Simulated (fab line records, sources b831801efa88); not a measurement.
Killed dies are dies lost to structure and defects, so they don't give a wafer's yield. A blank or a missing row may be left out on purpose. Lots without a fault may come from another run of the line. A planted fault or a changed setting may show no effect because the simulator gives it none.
Which tool did it? | flow gf180mcu | 11 lots, 33 wafers sampled, at 4 steps of a route of 602

WHAT THE GAUGES READ, wafer by wafer
GF_M2_CD_MEAS_14: target cd 280 nm.
lot  | measured     | on        | cd_nm (nm)
L510 | day 19 05:27 | cd_sem-01 | 280.5 280.5 280.6
L512 | day 20 02:46 | cd_sem-01 | 278.8 278.5 278.8
L513 | day 20 14:09 | cd_sem-01 | 278.6 279.7 279.0
L515 | day 21 04:58 | cd_sem-02 | 279.3 279.2 279.0
L516 | day 21 19:04 | cd_sem-01 | 278.5 278.8 277.0
L517 | day 22 00:22 | cd_sem-02 | 279.9 279.0 280.3
L518 | day 22 05:52 | cd_sem-01 | 279.5 279.6 279.1
L520 | day 23 04:00 | cd_sem-02 | 280.5 279.2 280.3
L524 | day 24 07:07 | cd_sem-02 | 247.1 265.0 264.8
L525 | day 24 15:25 | cd_sem-01 | 273.3 267.1 238.5
L533 | day 27 08:43 | cd_sem-01 | 279.7 280.3 280.3

WHICH TOOL RAN EACH LOT (tool, then ch and the chambers of the sampled wafers, then the start)
lot  | GF_CONTACT_ETCH_16                 | GF_V1_SPUTTER_21             | GF_M2_EXPOSE_11
L510 | rie_diel-02 ch 0,2,3, day 16 03:52 | pvd_sputter-02, day 18 05:13 | krf_scanner-02 ch 0, day 18 18:24
L512 | rie_diel-01 ch 0,2,3, day 16 23:04 | pvd_sputter-02, day 19 01:35 | krf_scanner-02 ch 0, day 19 15:02
L513 | rie_diel-01 ch 0,1,2, day 17 10:16 | pvd_sputter-02, day 19 13:00 | krf_scanner-01 ch 0, day 20 02:10
L515 | rie_diel-02 ch 1,3, day 17 22:55   | pvd_sputter-03, day 20 03:47 | krf_scanner-01 ch 0, day 20 17:16
L516 | rie_diel-02 ch 0,1,3, day 18 14:01 | pvd_sputter-01, day 20 18:32 | krf_scanner-01 ch 0, day 21 06:55
L517 | rie_diel-01 ch 0,1,3, day 18 19:31 | pvd_sputter-03, day 20 23:09 | krf_scanner-02 ch 0, day 21 12:01
L518 | rie_diel-01 ch 0,3, day 18 23:08   | pvd_sputter-03, day 21 04:28 | krf_scanner-02 ch 0, day 21 17:58
L520 | rie_diel-01 ch 0,2,3, day 19 23:55 | pvd_sputter-01, day 22 03:44 | krf_scanner-02 ch 0, day 22 16:31
L524 | rie_diel-03 ch 0,1,2, day 21 06:06 | pvd_sputter-03, day 23 08:28 | krf_scanner-01 ch 0, day 23 20:26
L525 | rie_diel-03 ch 0,1,3, day 21 14:37 | pvd_sputter-01, day 23 16:23 | krf_scanner-01 ch 0, day 24 04:24
L533 | rie_diel-03 ch 0,2,3, day 24 12:03 | pvd_sputter-02, day 26 11:21 | krf_scanner-02 ch 0, day 26 23:07
- GF_CONTACT_ETCH_16: etches BARC in N2/H2.
- GF_V1_SPUTTER_21: material Ti, target thk 15 nm, time 80.02 s.
- GF_M2_EXPOSE_11: exposes mask Metal2, target cd 280 nm.

THE ANSWER, worked out from the rows above alone
Rule: what is usual is taken from the lots themselves. Put in order of their means at a reading, lots are off if they are a third of the lots or fewer, leave a main group of 4 or more, and stand apart from it by a gap of 3 or more times the standard deviation of the main group's means; of several such gaps the widest counts. A main group whose means are all the same, to the digits that the tables above print for the reading, isn't used. A lot without any number at a reading at which 4 lots or more have one is off too. The other lots that the step has rows for count as sound.
Off: L524, L525, at GF_M2_CD_MEAS_14 (cd_nm). The main group: mean 279.4 nm, standard deviation 0.71.
A tool fits if, at a process step before that reading, it ran every lot that is off, and no sound lot after the first of them. The gauges at GF_M2_CD_MEAS_14 are tried like those tools. One fits: krf_scanner-01 at GF_M2_EXPOSE_11. Its last sound lot is L516 (day 21 06:55), its first lot that is off L524 (day 23 20:26): a fault that began between those two fits.

WHAT THE SIMULATOR HAD PUT IN
Process parameter drift: krf_scanner-01, from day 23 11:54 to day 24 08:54, at GF_M2_EXPOSE_11. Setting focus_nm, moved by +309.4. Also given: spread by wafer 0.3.
Lots struck among those shown: L524, L525. The rule above found the same.
